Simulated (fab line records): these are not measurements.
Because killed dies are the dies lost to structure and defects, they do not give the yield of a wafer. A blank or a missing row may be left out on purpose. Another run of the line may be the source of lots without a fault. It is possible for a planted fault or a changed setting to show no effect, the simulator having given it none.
fab line records | flow sky130
[record] lots = 12 wafers = 36 last_day = 51
route steps=708 shown VIA3@586 METAL4@635 PAD_OPEN@707
lots with no fault: from the same line, run without faults
start_h: start of the lot's first displayed wafer, in hours after the record's first day | wait_h: hours from the lot's prior step to this one | " unchanged from the row above | L1.1+2: a row that stands for several wafers | - no value, or no start given | * or withheld: withheld | < > ~ a bound
route shown NAME@n: a module of which the file shows steps, and the number in the route of the first | usual: mean and standard deviation over wafers with no fault | same: alike in all rows | chamber/n: place in a boat | sites: per-site readings | _std_site: standard deviation of those values | _edge_site: inner sites' mean taken away from outer sites' mean | radius_mm: for every site, how far away it sits from the centre of the wafer | mask NAME#n: copy n | behind: the tool/chamber that last shaped the wafer | hold: reason for holding the lot/hours on hold/outcome of the hold | device: transistor that didn't switch, given as n, p or np | end of line: the tests these same wafers got at the end of their route | a step with no rows: only its recipe | killed: count of dies lost to structure and defects at first sort (not the wafer's yield) | map: per-die view of a wafer (x killed, . not killed, _ where there is no die)
set.NAME: the setting as run; set.NAME@STEP: as run at that earlier step | model.NAME: the simulator's own value behind a step, which no gauge read
route steps across a sampled set of lots; one table per step, one row per wafer
services: from which hour (start_h, from the record's first day; less than 0 if before it) a tool's chamber was out of use, for how many hours, and why
[[steps]]
[step SKY_VIA3_OVL_MEAS_13]
[usual] VIA3_OVL = 6/5.1
// columns lot.wafer tool chamber start_h wait_h VIA3_OVL[nm]
L769.1 overlay-01 - 914.85 0.1 6
L769.2 " - " " 13
L769.4 " - " " 9
L770.1 overlay-01 - 936.93 0.1 9
L770.3 " - " " 12
L770.6 " - " " 6
L773.2 overlay-02 - 956.06 0.1 9
L773.3 " - " " 3
L773.5 " - " " 4
L772.1 overlay-01 - 960.73 0.1 15
L772.4 " - " " 12
L772.5 " - " " 15
L775.1 overlay-02 - 992.74 0.1 11
L775.4 " - " " 8
L775.6 " - " " 6
L778.1 overlay-01 - 998.09 0.1 3
L778.2 " - " " 14
L778.6 " - " " 12
L779.3 overlay-01 - 1000.46 0.1 2
L779.4 " - " " 5
L779.6 " - " " 6
L781.1 overlay-02 - 1037.30 0.1 -1
L781.4 " - " " 3
L781.6 " - " " -6
L780.1 overlay-02 - 1040.36 0.1 7
L780.5 " - " " 9
L780.6 " - " " -3
L786.2 overlay-01 - 1045.19 0.1 5
L786.4 " - " " 17
L786.5 " - " " 10
L788.1 overlay-01 - 1058.44 0.1 -2
L788.5 " - " " 3
L788.6 " - " " 13
L792.2 overlay-02 - 1084.11 0.1 4
L792.5 " - " " 6
L792.6 " - " " 5
[step SKY_VIA3_ETCH_14]
[recipe] chemistry = N2/H2 target = BARC ion_energy_ev = 200 source_w = 500 bias_w = 100 pressure_mtorr = 30.83 n2_flow_sccm = 100 h2_flow_sccm = 200 stop_on = SiO2 time_s = 45.9 target_depth_a = 600
[usual] bias_w = 100.06/0.3 drypump_motor_current_A = 5.7/0.41 n2_flow_sccm = 100.0/0.3 oes_product_au = 0.854/0.0044 throttle_valve_pct = 13.017/0.0092
// columns lot.wafer tool chamber start_h wait_h bias_w drypump_motor_current_A n2_flow_sccm oes_product_au rf_hours_counter_h throttle_valve_pct
L769.1 rie_diel-04 0 914.89 0.0 99.79 6.3 99.6 0.858 11 13.016
L769.2 " 3 " " 99.87 5.5 99.6 0.850 8 13.035
L769.4 " 1 " " 100.40 5.7 99.7 0.864 13 13.008
L770.1 rie_diel-02 1 936.97 0.0 100.01 4.9 99.8 0.852 19 13.020
L770.3 " 2 " " 99.90 4.7 99.7 0.850 11 13.026
L770.6 " 3 " " 100.11 5.5 100.3 0.853 - 13.018
L773.2 rie_diel-03 1 956.09 0.0 99.92 5.8 100.1 0.854 13 13.011
L773.3 " 2 " " 100.84 5.7 99.6 0.856 11 13.024
L773.5 " 0 " " 100.40 5.5 99.8 0.855 - 13.033
L772.1 rie_diel-04 2 960.77 0.0 100.32 5.9 99.5 0.841 20 13.011
L772.4 " 0 " " 100.31 6.3 100.3 0.853 12 13.008
L772.5 " 3 " " 99.88 5.5 100.4 0.862 - 13.029
L775.1 rie_diel-04 1 992.77 0.0 100.16 5.7 100.1 0.855 15 13.014
L775.4 " 3 " " 100.09 5.5 99.4 0.857 10 13.021
L775.6 " 1 " " 100.09 5.7 100.1 0.851 - 13.003
L778.1 rie_diel-04 3 998.12 0.0 100.12 5.5 99.7 0.850 11 13.027
L778.2 " 1 " " 99.75 5.7 100.0 0.860 15 13.021
L778.6 " 0 " " 99.53 6.3 99.9 0.853 - 13.004
L779.3 rie_diel-04 2 1000.49 0.0 100.06 5.9 99.6 0.853 21 13.008
L779.4 " 0 " " 100.20 6.3 100.3 0.854 13 13.021
L779.6 " 3 " " 100.73 5.5 99.8 0.850 - 13.012
L781.1 rie_diel-04 3 1037.34 0.0 99.81 5.5 100.3 0.843 12 13.002
L781.4 " 2 " " 100.36 5.9 99.8 0.855 22 13.021
L781.6 " 0 " " 100.55 6.3 100.0 0.855 - 13.018
L780.1 rie_diel-03 1 1040.39 0.0 100.10 5.8 100.3 0.861 15 13.016
L780.5 " 2 " " 100.09 5.8 99.5 0.853 - 13.016
L780.6 " 3 " " 99.54 6.2 100.5 0.847 - 13.011
L786.2 rie_diel-02 0 1045.22 0.0 100.19 4.8 100.1 0.851 7 12.995
L786.4 " 2 " " 100.54 4.7 99.9 0.856 15 13.022
L786.5 " 2 " " 99.83 4.7 99.7 0.855 - 13.014
L788.1 rie_diel-03 3 1058.47 0.0 99.71 6.2 100.1 0.852 21 13.019
L788.5 " 1 " " 100.24 5.9 100.1 0.859 - 13.002
L788.6 " 0 " " 100.42 5.6 100.2 0.853 - 13.013
L792.2 rie_diel-03 3 1084.14 0.0 100.26 6.2 99.9 0.855 22 13.009
L792.5 " 0 " " 99.44 5.5 99.2 0.863 - 13.019
L792.6 " 1 " " 100.49 5.8 100.0 0.857 - 13.042
[step SKY_METAL4_STRIP_19]
[recipe] chemistry = O2/N2 power_w = 1400 pressure_mtorr = 1500 platen_temp_c = withheld o2_flow_sccm = 3000 n2_flow_sccm = 300 overash_fraction = 0.5
[usual] drypump_motor_current_A = 5.9/0.4 n2_flow_sccm = 300.0/0.9 oes_product_au = 0.502/0.0055 strip_time_to_endpoint_s = 6.51/0.086
// columns lot.wafer tool chamber start_h wait_h drypump_motor_current_A n2_flow_sccm oes_product_au rf_hours_counter_h strip_time_to_endpoint_s
L769.1 plasma_asher-04 1 966.70 0.1 6.1 299.8 0.492 114 6.44
L769.2 " 0 " " 6.2 302.2 0.512 114 6.56
L769.4 " 0 " " 6.1 302.4 0.489 - 6.45
L770.1 plasma_asher-01 1 987.85 0.1 5.0 300.4 0.507 26 6.42
L770.3 " 0 " " 5.7 299.8 0.502 - 6.41
L770.6 " 0 " " 5.7 300.9 0.492 - 6.46
L773.2 plasma_asher-04 0 1004.35 0.1 6.2 300.4 0.496 118 6.40
L773.3 " 1 " " 6.1 300.0 0.497 - 6.40
L773.5 " 1 " " 6.2 300.2 0.505 - 6.57
L772.1 plasma_asher-01 0 1010.22 0.1 5.7 298.4 0.498 29 6.43
L772.4 " 0 " " 5.7 299.1 0.495 - 6.46
L772.5 " 0 " " 5.7 299.4 0.499 - 6.46
L775.1 plasma_asher-03 0 1041.53 0.1 5.3 299.7 0.501 94 6.47
L775.4 " 1 " " 5.9 299.8 0.506 - 6.49
L775.6 " 1 " " 5.9 299.3 0.509 - 6.52
L778.1 plasma_asher-04 1 1046.77 0.1 6.2 300.8 0.496 123 6.44
L778.2 " 0 " " 6.1 299.0 0.501 123 6.50
L778.6 " 0 " " 6.1 300.1 0.503 - 6.45
L779.3 plasma_asher-03 1 1047.95 0.1 5.9 301.6 0.497 - 6.67
L779.4 " 0 " " 5.3 300.2 0.505 - 6.53
L779.6 " 0 " " 5.3 300.1 0.499 - 6.50
L781.1 plasma_asher-03 0 1082.36 0.1 5.3 299.0 0.498 97 6.43
L781.4 " 0 " " 5.3 299.7 0.505 - 6.57
L781.6 " 0 " " 5.3 299.5 0.499 - 6.57
L780.1 plasma_asher-03 0 1084.31 0.1 5.3 300.7 0.500 97 6.53
L780.5 " 0 " " 5.3 299.4 0.500 - 6.56
L780.6 " 1 " " 5.9 301.2 0.503 - 6.67
L786.2 plasma_asher-04 1 1090.76 0.1 6.1 299.6 0.498 3 6.49
L786.4 " 1 " " 6.1 300.2 0.505 - 6.53
L786.5 " 0 " " 6.1 301.1 0.505 - 6.53
L788.1 plasma_asher-03 0 1102.42 0.1 5.3 300.5 0.495 100 6.51
L788.5 " 1 " " 5.9 299.4 0.503 - 6.49
L788.6 " 0 " " 5.3 300.4 0.502 - 6.64
L792.2 plasma_asher-01 1 1127.72 0.1 5.0 299.5 0.503 39 6.54
L792.5 " 0 " " 5.8 299.6 0.505 - 6.60
L792.6 " 1 " " 5.0 299.5 0.496 - 6.50
[step SKY_PAD_OPEN_BOW_MEAS_13]
[recipe] mode = bow
[usual] PAD_OPEN_BOW = 49/9.3
// columns lot.wafer tool chamber start_h wait_h PAD_OPEN_BOW[um]
L769.1 film_metro-04 - 1064.07 - 50
L769.2 " - " " 49
L769.4 " - " " 48
L770.1 film_metro-01 - 1081.22 - 57
L770.3 " - " " 56
L770.6 " - " " 46
L773.2 film_metro-01 - 1096.75 - 46
L773.3 " - " " 44
L773.5 " - " " 37
L772.1 film_metro-03 - 1101.71 - 50
L772.4 " - " " 57
L772.5 " - " " 56
L775.1 film_metro-04 - 1128.65 - 57
L775.4 " - " " 49
L775.6 " - " " 53
L779.3 film_metro-03 - 1135.34 - 48
L779.4 " - " " 55
L779.6 " - " " 46
L778.1 film_metro-04 - 1135.61 - 47
L778.2 " - " " 40
L778.6 " - " " 59
L781.1 film_metro-04 - 1166.86 - 50
L781.4 " - " " 54
L781.6 " - " " 42
L780.1 film_metro-01 - 1167.17 - 21
L780.5 " - " " 50
L780.6 " - " " 52
L786.2 film_metro-04 - 1173.34 - 66
L786.4 " - " " 49
L786.5 " - " " 55
L788.1 film_metro-04 - 1182.65 - 65
L788.5 " - " " 57
L788.6 " - " " 52
L792.2 film_metro-03 - 1211.73 - 47
L792.5 " - " " 43
L792.6 " - " " 67
[step SKY_PAD_OPEN_PROBE_99]
[usual] defect_limited_yield = 82.4/2.1 killed_at_M0_to_M3 = 44/7.4 killed_at_M4_up = 3.2/2 killed_at_contacts = 24/5.1 killed_at_front_end = 15/4.8 killed_at_other = 0.2/0.46 killed_dies = 86/10 killed_open = 47/7.5 killed_short = 39/7 sort_bin_3_pad_short = 0.9/0.4 sort_bin_5_function = 10.4/1.5 sort_bin_6_memory = 6.3/1.2 sort_n_pass = 406/10 sort_yield_pct = 82.4/2.1
[same] gross_dies = 492 killed_at_back_side = 0 sort_bin_4_leakage[%] = 0 sort_bin_8_speed[%] = 0
// columns lot.wafer tool chamber start_h wait_h defect_limited_yield[%] killed_at_M0_to_M3 killed_at_M4_up killed_at_contacts killed_at_front_end killed_at_other killed_dies killed_open killed_short sort_bin_3_pad_short[%] sort_bin_5_function[%] sort_bin_6_memory[%] sort_n_pass sort_yield_pct[%]
L779.3 prober-02 - 1135.52 0.2 78.3 63 2 24 18 0 107 37 40 2.2 13.8 5.7 385 78.3
L779.4 prober-02 - 1135.57 0.2 77.6 73 0 19 17 1 110 49 28 1.8 13.2 7.3 382 77.6
L779.6 prober-02 - 1135.67 0.2 78.9 64 5 26 9 0 104 34 49 1.6 13.4 6.1 388 78.9
L778.1 prober-01 - 1135.73 0.1 78.5 56 3 23 24 0 106 48 37 2.4 12.4 6.7 386 78.5
L778.2 prober-01 - 1135.78 0.1 73.2 93 2 20 17 0 132 46 31 3.5 15.0 8.3 360 73.2
L778.6 prober-01 - 1135.98 0.2 76.0 75 4 18 21 0 118 42 36 2.4 16.1 5.5 374 76.0
L781.1 prober-01 - 1166.98 0.1 76.6 67 5 31 12 0 115 44 50 2.2 13.0 8.1 377 76.6
L781.4 prober-01 - 1167.13 0.2 81.9 62 1 17 9 0 89 35 20 1.8 11.0 5.3 403 81.9
L781.6 prober-01 - 1167.23 0.2 77.8 78 3 14 13 1 109 42 31 3.3 11.6 7.3 383 77.8
// killed by level:class
L779.3 VIA3:unspecified=30 CONTACT:geometric_particle:open=11 FIELD_ISO:geometric_particle:short=7 METAL2:geometric_particle:short=7 VIA1:geometric_particle:open=6 VIA3:geometric_particle:open=5 FIELD_ISO:geometric_particle:open=4 LOCAL_INTERCONNECT:geometric_particle:short=4
L779.4 VIA3:unspecified=33 LI_CONTACT:geometric_particle:open=11 VIA3:geometric_particle:open=8 VIA1:geometric_particle:open=7 METAL2:geometric_particle:short=7 VIA2:geometric_particle:open=6 POLY_GATE:geometric_particle:open=5 FIELD_ISO:geometric_particle:short=4
L779.6 VIA3:unspecified=21 VIA1:geometric_particle:open=9 CONTACT:geometric_particle:short=8 VIA1:geometric_particle:short=8 CONTACT:geometric_particle:open=7 METAL2:geometric_particle:short=6 VIA2:geometric_particle:short=5 METAL1:geometric_particle:short=4
L778.1 VIA3:unspecified=21 VIA1:geometric_particle:open=11 FIELD_ISO:geometric_particle:open=8 CONTACT:geometric_particle:open=8 FIELD_ISO:geometric_particle:short=6 VIA2:geometric_particle:open=6 CONTACT:geometric_particle:short=5 POLY_GATE:geometric_particle:open=4
L778.2 VIA3:unspecified=55 VIA1:geometric_particle:open=12 CONTACT:geometric_particle:open=9 FIELD_ISO:geometric_particle:open=8 FIELD_ISO:geometric_particle:short=6 VIA2:geometric_particle:open=6 VIA1:geometric_particle:short=6 LOCAL_INTERCONNECT:geometric_particle:short=5
L778.6 VIA3:unspecified=40 VIA1:geometric_particle:open=8 LI_CONTACT:geometric_particle:open=6 METAL2:geometric_particle:short=6 FIELD_ISO:geometric_particle:short=5 VIA1:geometric_particle:short=5 VIA2:geometric_particle:open=5 POLY_GATE:geometric_particle:short=4
L781.1 VIA3:unspecified=21 VIA1:geometric_particle:open=12 LI_CONTACT:geometric_particle:open=10 VIA1:geometric_particle:short=10 CONTACT:geometric_particle:short=7 CONTACT:geometric_particle:open=7 METAL2:geometric_particle:short=5 VIA3:geometric_particle:short=5
L781.4 VIA3:unspecified=31 VIA1:geometric_particle:open=13 LI_CONTACT:geometric_particle:open=6 CONTACT:geometric_particle:open=5 LOCAL_INTERCONNECT:geometric_particle:short=4 FIELD_ISO:geometric_particle:open=3 METAL2:geometric_particle:short=3 METAL1:geometric_particle:short=3
L781.6 VIA3:unspecified=36 VIA1:geometric_particle:open=13 CONTACT:geometric_particle:open=7 VIA3:geometric_particle:open=6 VIA1:geometric_particle:short=4 METAL1:geometric_particle:short=4 VIA2:geometric_particle:short=4 FIELD_ISO:geometric_particle:short=3
[[services]]
// columns tool chamber start_h hours kind
rie_diel-04 3 892.76 15.7 repair
rie_diel-03 1 893.40 3.9 repair
plasma_asher-04 - 899.44 2.8 pm
rie_diel-03 0 968.14 4.5 repair
rie_diel-03 2 971.56 6.0 repair
rie_diel-03 - 992.80 14.6 pm
rie_diel-04 2 994.08 6.2 repair
rie_diel-02 2 1014.51 4.0 repair
plasma_asher-04 - 1055.25 9.0 pm
plasma_asher-04 0 1055.25 9.0 vent_cycle
plasma_asher-04 1 1055.25 9.0 vent_cycle
plasma_asher-04 0 1064.25 - clean
plasma_asher-04 1 1064.25 - clean
plasma_asher-03 - 1069.45 7.2 repair
rie_diel-02 3 1073.81 6.2 repair
rie_diel-04 0 1075.78 6.2 repair
rie_diel-03 2 1083.86 6.2 repair
plasma_asher-01 - 1088.18 14.6 pm
rie_diel-03 0 1089.61 4.8 repair
plasma_asher-01 - 1108.76 0.9 repair
rie_diel-03 - 1121.58 0.9 repair
[[key]]
[first_sign] step = SKY_PAD_OPEN_PROBE_99 reading = sort_bin_3_pad_short direction = up sigmas = 3.7 usual = 0.9 struck = 2.4
[effect] step = SKY_PAD_OPEN_PROBE_99 reading = killed_at_M0_to_M3 direction = up sigmas = 3.5 usual = 44 struck = 70
met_at SKY_VIA3_ETCH_14
struck_lots L778,L779,L781
not_acting_at SKY_VIA3_OVL_MEAS_13,SKY_METAL4_STRIP_19,SKY_PAD_OPEN_BOW_MEAS_13
onset_between 992.77 998.12
[fault] kind = chamber_particle_source tool = rie_diel-04 chamber = - onset_h = 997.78 steps = SKY_VIA3_ETCH_14 rate_per_visit_cm2 = 1.0668 end_h = 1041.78
